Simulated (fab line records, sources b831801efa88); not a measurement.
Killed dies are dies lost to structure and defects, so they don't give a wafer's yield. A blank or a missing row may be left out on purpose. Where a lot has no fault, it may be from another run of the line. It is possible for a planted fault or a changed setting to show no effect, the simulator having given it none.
fab line records + flow gf180mcu
record:
- lots: 7
- wafers: 21
- lastDay: 34
route steps=602 shown V3@438
lots that met no fault: from a run of the same line without faults
startH: hours from the record's first day to the start of the lot's first wafer shown + waitH: how many hours have passed since the lot's step before this one + " as in the row above + L1.1+2: a row that stands for several wafers + - no value present, or no start provided + * or withheld: withheld + < > ~ a bound
route shown NAME@n: NAME is a module with steps in the file, n the number in the route of the first one + usual: mean/standard deviation of fault-free wafers + same: alike in all rows + chamber/n: place in a boat + sites: per-site readings + _std_site: how widely they spread, as a standard deviation + _edge_site: outer sites' mean less inner sites' + radiusMm: for every site, how far away it sits from the centre of the wafer + mask NAME#n: copy n + behind: the tool/chamber that last shaped the wafer + hold: the reason the lot was held/the length of the hold in hours/how it ended + device: the n, p or np transistor that did not switch + end of line: the tests these same wafers got at the end of their route + where a step has no rows: the recipe by itself + killed: dies lost to structure and defects at the first sort, not the wafer's yield + map: dies across one wafer; x = killed, . = not, _ = none there
set.NAME: the run value of the setting; set.NAME@STEP: its run value at that earlier step + model.NAME: the simulator's own value behind a step, which no gauge read
lots seen at some steps along the route; tables by step, rows by wafer
services: from which hour (startH, from the record's first day; less than 0 if before it) a tool's chamber was out of use, for how many hours, and why
== steps ==
step: GF_V3_COAT_09
recipe:
- resist: KrF
- spinRpm: withheld
- resistThkNm: 1000
step: GF_V3_SOFTBAKE_10
recipe:
- tempC: 130
- timeS: 60
- resist: KrF
step: GF_V3_EXPOSE_11
recipe:
- maskId: Via3
- targetCdNm: 260
- na: 0.68
- sourceShape: conventional
- sigmaOuter: 0.6
- doseMj: 38
step: GF_V3_PEB_12
recipe:
- pebTempC: 135
- pebTimeS: 90
- resist: KrF
step: GF_V3_DEVELOP_13
recipe:
- developTimeS: 60
- resist: KrF
- devTempC: 21
step: GF_V3_CD_MEAS_14
recipe:
- targetCdNm: 260
usual:
- cdNm: 260.4/1.3
| lot.wafer | tool     | chamber | startH | waitH | cdNm  |
|-----------|----------|---------|--------|-------|-------|
| L575.2    | cdSem-02 | -       | 523.02 | 0.1   | 261.4 |
| L575.5    | "        | -       | "      | "     | 260.9 |
| L575.6    | "        | -       | "      | "     | 261.3 |
| L582.3    | cdSem-02 | -       | 582.60 | 0.1   | 262.0 |
| L582.5    | "        | -       | "      | "     | 261.6 |
| L582.6    | "        | -       | "      | "     | 260.1 |
| L583.2    | cdSem-01 | -       | 597.69 | 0.1   | 260.8 |
| L583.4    | "        | -       | "      | "     | 261.5 |
| L583.5    | "        | -       | "      | "     | 261.3 |
| L584.2    | cdSem-02 | -       | 599.23 | 0.1   | 258.0 |
| L584.3    | "        | -       | "      | "     | 257.8 |
| L584.4    | "        | -       | "      | "     | 259.2 |
| L585.1    | cdSem-02 | -       | 602.27 | 0.1   | 263.4 |
| L585.2    | "        | -       | "      | "     | 261.0 |
| L585.4    | "        | -       | "      | "     | 262.2 |
| L595.2    | cdSem-02 | -       | 682.43 | 0.1   | 261.4 |
| L595.3    | "        | -       | "      | "     | 261.0 |
| L595.6    | "        | -       | "      | "     | 260.0 |
| L596.4    | cdSem-01 | -       | 683.63 | 0.2   | 259.4 |
| L596.5    | "        | -       | "      | "     | 258.9 |
| L596.6    | "        | -       | "      | "     | 259.7 |
step: GF_V3_OVL_MEAS_15
usual:
- V3_OVL: -3/4.4
| lot.wafer | tool       | chamber | startH | waitH | V3_OVL[nm] |
|-----------|------------|---------|--------|-------|------------|
| L575.2    | overlay-01 | -       | 523.13 | 0.1   | -2         |
| L575.5    | "          | -       | "      | "     | 4          |
| L575.6    | "          | -       | "      | "     | 5          |
| L582.3    | overlay-02 | -       | 582.70 | 0.1   | 1          |
| L582.5    | "          | -       | "      | "     | 0          |
| L582.6    | "          | -       | "      | "     | 2          |
| L583.2    | overlay-01 | -       | 597.80 | 0.1   | 4          |
| L583.4    | "          | -       | "      | "     | -4         |
| L583.5    | "          | -       | "      | "     | -7         |
| L584.2    | overlay-01 | -       | 599.34 | 0.1   | -4         |
| L584.3    | "          | -       | "      | "     | -4         |
| L584.4    | "          | -       | "      | "     | -2         |
| L585.1    | overlay-02 | -       | 602.39 | 0.1   | -5         |
| L585.2    | "          | -       | "      | "     | -3         |
| L585.4    | "          | -       | "      | "     | -1         |
| L595.2    | overlay-02 | -       | 682.54 | 0.1   | 1          |
| L595.3    | "          | -       | "      | "     | -4         |
| L595.6    | "          | -       | "      | "     | -1         |
| L596.4    | overlay-02 | -       | 683.71 | 0.1   | -6         |
| L596.5    | "          | -       | "      | "     | 3          |
| L596.6    | "          | -       | "      | "     | -1         |
step: GF_V3_ETCH_16
recipe:
- chemistry: N2/H2
- targetDepthA: withheld
- overetchA: withheld
- timeS: withheld
- target: BARC
- ionEnergyEv: 200
- sourceW: 500
- biasW: 100
- pressureMtorr: 30
- n2FlowSccm: 100
- h2FlowSccm: 200
usual:
- biasW: 99.9/0.31
- drypumpMotorCurrentA: 5.8/0.53
- oesProductAu: 0.854/0.0042
- throttleValvePct: 13.226/0.01
| lot.wafer | tool       | chamber | startH | waitH | biasW | drypumpMotorCurrentA | oesProductAu | throttleValvePct |
|-----------|------------|---------|--------|-------|-------|----------------------|--------------|------------------|
| L575.2    | rieDiel-01 | 3       | 523.16 | 0.0   | 99.7  | 6.4                  | 0.849        | 13.227           |
| L575.5    | "          | 1       | "      | "     | 100.1 | 5.1                  | 0.853        | 13.230           |
| L575.6    | "          | 2       | "      | "     | 99.9  | 6.6                  | 0.851        | 13.235           |
| L582.3    | rieDiel-01 | 2       | 582.72 | 0.0   | 99.8  | 6.6                  | 0.852        | 13.222           |
| L582.5    | "          | 1       | "      | "     | 99.8  | 5.1                  | 0.851        | 13.221           |
| L582.6    | "          | 2       | "      | "     | 100.4 | 6.6                  | 0.855        | 13.219           |
| L583.2    | rieDiel-02 | 2       | 597.83 | 0.0   | 100.2 | 5.0                  | 0.854        | 13.239           |
| L583.4    | "          | 1       | "      | "     | 100.2 | 5.7                  | 0.854        | 13.212           |
| L583.5    | "          | 3       | "      | "     | 99.8  | 6.1                  | 0.852        | 13.248           |
| L584.2    | rieDiel-02 | 0       | 599.37 | 0.0   | 100.7 | 5.8                  | 0.852        | 13.236           |
| L584.3    | "          | 3       | "      | "     | 100.1 | 6.1                  | 0.853        | 13.231           |
| L584.4    | "          | 2       | "      | "     | 100.4 | 5.0                  | 0.854        | 13.228           |
| L585.1    | rieDiel-01 | 1       | 602.43 | 0.0   | 99.9  | 5.1                  | 0.853        | 13.231           |
| L585.2    | "          | 3       | "      | "     | 100.1 | 6.4                  | 0.859        | 13.241           |
| L585.4    | "          | 0       | "      | "     | 99.8  | 5.6                  | 0.856        | 13.226           |
| L595.2    | rieDiel-01 | 2       | 682.57 | 0.0   | 100.1 | 6.5                  | 0.851        | 13.227           |
| L595.3    | "          | 3       | "      | "     | 99.9  | 6.4                  | 0.854        | 13.226           |
| L595.6    | "          | 1       | "      | "     | 100.1 | 5.1                  | 0.852        | 13.233           |
| L596.4    | rieDiel-02 | 2       | 683.73 | 0.0   | 100.1 | 5.0                  | 0.855        | 13.224           |
| L596.5    | "          | 1       | "      | "     | 99.5  | 5.6                  | 0.860        | 13.230           |
| L596.6    | "          | 2       | "      | "     | 99.9  | 5.0                  | 0.858        | 13.214           |
step: GF_V3_ETCH_17
recipe:
- chemistry: C4F8/O2/Ar
- maskMaterial: KrF
- target: SiO2
- stopOn: TiN
- sourceW: 1500
- biasW: 1200
- pressureMtorr: 40
- c4f8FlowSccm: withheld
- O2_flow_sccm: 6
- Ar_flow_sccm: 300
- timeS: withheld
- targetDepthA: 6350
usual:
- biasW: 1200/3.6
- oesProductAu: 0.856/0.0048
| lot.wafer | tool       | chamber | startH | waitH | biasW | oesProductAu |
|-----------|------------|---------|--------|-------|-------|--------------|
| L575.2    | rieDiel-01 | 3       | -      | -     | 1198  | 0.858        |
| L575.5    | "          | 1       | "      | "     | 1205  | 0.855        |
| L575.6    | "          | 2       | "      | "     | 1193  | 0.858        |
| L582.3    | rieDiel-01 | 2       | -      | -     | 1196  | 0.847        |
| L582.5    | "          | 1       | "      | "     | 1200  | 0.855        |
| L582.6    | "          | 2       | "      | "     | 1198  | 0.848        |
| L583.2    | rieDiel-02 | 2       | -      | -     | 1198  | 0.853        |
| L583.4    | "          | 1       | "      | "     | 1198  | 0.858        |
| L583.5    | "          | 3       | "      | "     | 1200  | 0.855        |
| L584.2    | rieDiel-02 | 0       | -      | -     | 1204  | 0.853        |
| L584.3    | "          | 3       | "      | "     | 1204  | 0.855        |
| L584.4    | "          | 2       | "      | "     | 1201  | 0.857        |
| L585.1    | rieDiel-01 | 1       | -      | -     | 1205  | 0.861        |
| L585.2    | "          | 3       | "      | "     | 1204  | 0.854        |
| L585.4    | "          | 0       | "      | "     | 1204  | 0.857        |
| L595.2    | rieDiel-01 | 2       | -      | -     | 1201  | 0.852        |
| L595.3    | "          | 3       | "      | "     | 1199  | 0.859        |
| L595.6    | "          | 1       | "      | "     | 1198  | 0.857        |
| L596.4    | rieDiel-02 | 2       | -      | -     | 1193  | 0.849        |
| L596.5    | "          | 1       | "      | "     | 1201  | 0.858        |
| L596.6    | "          | 2       | "      | "     | 1197  | 0.860        |
step: GF_V3_STRIP_18
recipe:
- chemistry: O2/N2
- powerW: 1400
- pressureMtorr: 1500
- platenTempC: 250
- o2FlowSccm: 3000
- n2FlowSccm: 300
- overashFraction: 0.5
usual:
- drypumpMotorCurrentA: 5.5/0.39
- heaterPowerW: 325/21
- o2FlowSccm: 3000/8.2
- oesProductAu: 0.593/0.0054
| lot.wafer | tool           | chamber | startH | waitH | drypumpMotorCurrentA | heaterPowerW | o2FlowSccm | oesProductAu | rfHoursCounterH |
|-----------|----------------|---------|--------|-------|----------------------|--------------|------------|--------------|-----------------|
| L575.2    | plasmaAsher-03 | 0       | 523.29 | -     | 5.1                  | 351          | 3003       | 0.598        | 85              |
| L575.5    | "              | 0       | "      | "     | 5.1                  | 340          | 3012       | 0.598        | -               |
| L575.6    | "              | 1       | "      | "     | 5.7                  | 325          | 2994       | 0.593        | -               |
| L582.3    | plasmaAsher-01 | 0       | 582.88 | -     | 5.3                  | 317          | 3003       | 0.583        | -               |
| L582.5    | "              | 0       | "      | "     | 5.3                  | 330          | 3021       | 0.584        | -               |
| L582.6    | "              | 1       | "      | "     | 6.1                  | 297          | 2992       | 0.588        | -               |
| L583.2    | plasmaAsher-01 | 1       | 597.96 | -     | 6.1                  | 297          | 2984       | 0.590        | 18              |
| L583.4    | "              | 1       | "      | "     | 6.1                  | 299          | 2997       | 0.593        | -               |
| L583.5    | "              | 1       | "      | "     | 6.1                  | 304          | 3004       | 0.598        | -               |
| L584.2    | plasmaAsher-03 | 0       | 599.50 | -     | 5.1                  | 348          | 3014       | 0.589        | 93              |
| L584.3    | "              | 0       | "      | "     | 5.1                  | 347          | 3008       | 0.589        | -               |
| L584.4    | "              | 1       | "      | "     | 5.7                  | 323          | 2990       | 0.597        | -               |
| L585.1    | plasmaAsher-03 | 0       | 602.56 | -     | 5.1                  | 350          | 3001       | 0.593        | 93              |
| L585.2    | "              | 1       | "      | "     | 5.7                  | 333          | 3001       | 0.603        | 93              |
| L585.4    | "              | 0       | "      | "     | 5.1                  | 340          | 2996       | 0.599        | -               |
| L595.2    | plasmaAsher-02 | 0       | 682.70 | -     | 5.4                  | 285          | 2998       | 0.583        | 62              |
| L595.3    | "              | 1       | "      | "     | 4.9                  | 355          | 3010       | 0.597        | -               |
| L595.6    | "              | 1       | "      | "     | 4.9                  | 360          | 3006       | 0.599        | -               |
| L596.4    | plasmaAsher-01 | 1       | 683.89 | -     | 6.1                  | 303          | 2994       | 0.591        | -               |
| L596.5    | "              | 0       | "      | "     | 5.2                  | 318          | 3005       | 0.598        | -               |
| L596.6    | "              | 1       | "      | "     | 6.1                  | 291          | 3000       | 0.588        | -               |
step: GF_V3_STRIP_19
recipe:
- chemistry: postEtchResidueRemover
- timeS: 1200
- tempC: 72.5
step: GF_V3_CLEAN_20
recipe:
- chemistry: DIW
- dry: n2Spin
step: GF_V3_SPUTTER_21
recipe:
- material: Ti
- targetThkNm: 15
- chamberPressurePa: 5
- powerW: 2500
- substrateTempC: 200
- timeS: 80.02
usual:
- cathodeDcPowerW: 2500.0/0.45
- chamberPressurePa: 5.000/0.0097
- throttleValvePct: 30.5/1.1
| lot.wafer | tool          | chamber | startH | waitH | cathodeDcPowerW | chamberPressurePa | throttleValvePct |
|-----------|---------------|---------|--------|-------|-----------------|-------------------|------------------|
| L575.2    | pvdSputter-02 | -       | 523.83 | 0.0   | 2500.0          | 4.997             | 30.2             |
| L575.5    | "             | -       | "      | "     | 2500.3          | 5.006             | 31.1             |
| L575.6    | "             | -       | "      | "     | 2499.7          | 4.983             | 31.0             |
| L582.3    | pvdSputter-03 | -       | 583.38 | 0.0   | -               | -                 | -                |
| L582.5    | "             | -       | "      | "     | -               | -                 | -                |
| L582.6    | "             | -       | "      | "     | -               | -                 | -                |
| L583.2    | pvdSputter-03 | -       | 598.50 | 0.0   | -               | -                 | -                |
| L583.4    | "             | -       | "      | "     | -               | -                 | -                |
| L583.5    | "             | -       | "      | "     | -               | -                 | -                |
| L584.2    | pvdSputter-03 | -       | 600.06 | 0.0   | -               | -                 | -                |
| L584.3    | "             | -       | "      | "     | -               | -                 | -                |
| L584.4    | "             | -       | "      | "     | -               | -                 | -                |
| L585.1    | pvdSputter-02 | -       | 603.09 | 0.0   | 2499.4          | 4.989             | 29.1             |
| L585.2    | "             | -       | "      | "     | 2500.0          | 4.992             | 31.2             |
| L585.4    | "             | -       | "      | "     | 2499.5          | 4.987             | 29.9             |
| L595.2    | pvdSputter-03 | -       | 683.25 | 0.0   | 2499.6          | 4.986             | 30.3             |
| L595.3    | "             | -       | "      | "     | 2500.7          | 4.991             | 32.9             |
| L595.6    | "             | -       | "      | "     | 2500.8          | 4.989             | 30.3             |
| L596.4    | pvdSputter-03 | -       | 684.45 | 0.0   | 2499.9          | 4.996             | 30.4             |
| L596.5    | "             | -       | "      | "     | 2500.2          | 5.011             | 32.7             |
| L596.6    | "             | -       | "      | "     | 2499.5          | 4.991             | 30.5             |
step: GF_V3_SPUTTER_22
recipe:
- material: TiN
- targetThkNm: 10
- chamberPressurePa: 4.759
- powerW: 4000
- timeS: 40
usual:
- cathodeDcPowerW: 4000.0/0.86
- chamberPressurePa: 4.759/0.0097
- throttleValvePct: 30.5/1.2
| lot.wafer | tool          | chamber | startH | waitH | cathodeDcPowerW | chamberPressurePa | throttleValvePct |
|-----------|---------------|---------|--------|-------|-----------------|-------------------|------------------|
| L575.2    | pvdSputter-02 | -       | 523.89 | 0.0   | 4000.4          | 4.766             | 30.1             |
| L575.5    | "             | -       | "      | "     | 4000.5          | 4.767             | 31.2             |
| L575.6    | "             | -       | "      | "     | 3999.6          | 4.771             | 30.9             |
| L582.3    | pvdSputter-03 | -       | 583.44 | 0.0   | 3999.1          | 4.776             | 30.0             |
| L582.5    | "             | -       | "      | "     | 4001.9          | 4.759             | 30.4             |
| L582.6    | "             | -       | "      | "     | 3998.9          | 4.756             | 32.9             |
| L583.2    | pvdSputter-03 | -       | 598.56 | 0.0   | 3999.6          | 4.753             | 32.9             |
| L583.4    | "             | -       | "      | "     | 4000.8          | 4.763             | 29.2             |
| L583.5    | "             | -       | "      | "     | 4000.6          | 4.771             | 30.3             |
| L584.2    | pvdSputter-03 | -       | 600.12 | 0.0   | 4001.1          | 4.756             | 32.8             |
| L584.3    | "             | -       | "      | "     | 3998.2          | 4.761             | 30.2             |
| L584.4    | "             | -       | "      | "     | 4001.2          | 4.746             | 30.4             |
| L585.1    | pvdSputter-02 | -       | 603.15 | 0.0   | 4000.9          | 4.766             | 29.0             |
| L585.2    | "             | -       | "      | "     | 3999.7          | 4.757             | 31.0             |
| L585.4    | "             | -       | "      | "     | 4000.0          | 4.746             | 30.0             |
| L595.2    | pvdSputter-03 | -       | 683.31 | 0.0   | 3999.4          | 4.735             | 30.5             |
| L595.3    | "             | -       | "      | "     | 4000.3          | 4.761             | 32.7             |
| L595.6    | "             | -       | "      | "     | 3999.4          | 4.754             | 30.5             |
| L596.4    | pvdSputter-03 | -       | 684.51 | 0.0   | 3999.4          | 4.764             | 30.7             |
| L596.5    | "             | -       | "      | "     | 3998.9          | 4.756             | 32.8             |
| L596.6    | "             | -       | "      | "     | 3999.8          | 4.763             | 30.7             |
== services ==
| tool           | chamber | startH | hours | kind          |
|----------------|---------|--------|-------|---------------|
| rieDiel-01     | 3       | 499.37 | 4.5   | repair        |
| plasmaAsher-01 | -       | 506.67 | 6.7   | repair        |
| plasmaAsher-02 | -       | 508.51 | 3.3   | repair        |
| rieDiel-01     | 0       | 518.32 | -     | clean         |
| rieDiel-01     | 0       | 518.32 | 17.0  | scheduledDown |
| rieDiel-01     | 0       | 518.32 | 17.0  | ventCycle     |
| rieDiel-01     | -       | 519.58 | 2.8   | pm            |
| rieDiel-01     | 1       | 535.32 | -     | clean         |
| rieDiel-01     | 1       | 535.32 | 13.7  | scheduledDown |
| rieDiel-01     | 1       | 535.32 | 13.7  | ventCycle     |
| rieDiel-02     | 0       | 544.16 | 4.3   | repair        |
| rieDiel-01     | 1       | 569.49 | 3.7   | repair        |
| rieDiel-02     | 1       | 573.06 | 8.4   | repair        |
| rieDiel-02     | 0       | 581.43 | -     | clean         |
| rieDiel-02     | 0       | 581.43 | 11.0  | scheduledDown |
| rieDiel-02     | 0       | 581.43 | 11.0  | ventCycle     |
| rieDiel-01     | 1       | 594.67 | 5.9   | repair        |
| plasmaAsher-03 | -       | 616.22 | 12.9  | repair        |
| pvdSputter-03  | -       | 632.72 | 5.4   | repair        |
== key ==
firstSign:
- step: GF_V3_SPUTTER_21
- reading: toolRecord
- direction: missing
effect none on later readings
metAt GF_V3_SPUTTER_21
struckWafers L582.3,L582.5,L582.6,L583.2,L583.4,L583.5,L584.2,L584.3,L584.4
laterRowsLeftOut L582.3,L582.5,L582.6,L583.2,L583.4,L583.5,L584.2,L584.3,L584.4
sortLeftOut L582.3,L582.5,L582.6,L583.2,L583.4,L583.5,L584.2,L584.3,L584.4
fault:
- kind: skippedStepWhole
- tool: pvdSputter-03
- chamber: -
- onsetH: 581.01
- steps: GF_V3_SPUTTER_21
- scope: struckLotsOnly
sortLeftOut: the simulated sort isn't trusted on such a fault, so these wafers' sort isn't shown, and their yield isn't known
laterRowsLeftOut: the simulator's readings of these wafers behind a module that went badly wrong aren't trusted and aren't shown, but for the sort
